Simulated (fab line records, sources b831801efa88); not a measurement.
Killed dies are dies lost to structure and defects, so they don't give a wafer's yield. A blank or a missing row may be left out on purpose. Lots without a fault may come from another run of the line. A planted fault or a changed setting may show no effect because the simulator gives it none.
Chamber matching | flow gf180mcu | GF_V4_ETCH_16 on rie_diel-02: 4 sister chambers
The step etches BARC in N2/H2. 8 wafers are shown with their chamber, then 6 later ones without.

WAFERS WITH THEIR CHAMBER
wafer  | chamber | drypump_motor_current_A (A) | oes_product_au (a.u.)
L848.1 | 2       | 5.3                         | 0.846
L850.1 | 0       | 4.7                         | 0.853
L850.3 | 1       | 4.9                         | 0.858
L855.1 | 0       | 4.7                         | 0.854
L855.3 | 1       | 5.0                         | 0.857
L855.5 | 3       | 5.1                         | 0.858
L856.2 | 3       | 5.1                         | 0.856
L856.3 | 2       | 5.3                         | 0.852

WAFERS WITHOUT THEIR CHAMBER
wafer  | drypump_motor_current_A (A) | oes_product_au (a.u.)
L856.4 | 4.7                         | 0.860
L862.1 | 4.8                         | 0.853
L862.5 | 5.3                         | 0.851
L868.3 | 5.3                         | 0.855
L868.4 | 5.1                         | 0.847
L868.5 | 5.0                         | 0.856

WHICH CHAMBER EACH WENT THROUGH
wafer  | from the rows above          | in truth
L856.4 | 0                            | 0
L862.1 | can't be placed: 0 or 1      | 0
L862.5 | 2                            | 2
L868.3 | 2                            | 2
L868.4 | can't be placed: 3 or 2 or 1 | 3
L868.5 | can't be placed: 1 or 3      | 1
Placed correctly: 3 of 6. Can't be placed from these rows: 3 (the true chamber is among the candidates in 3). Placed wrongly: 0.
How it was worked out, from the rows above alone: a wafer's distance from a chamber is the root of the sum, over the readings, of the square of ((its reading less the chamber's mean) divided by the reading's scatter). The wafer belongs to the nearest chamber; if the next one is less than 2 further off, it can't be placed. A chamber's mean is the mean of its shown wafers. The scatter: the root of (the sum of the squares of (reading less its chamber's mean) over the shown wafers, divided by (wafers less chambers)).
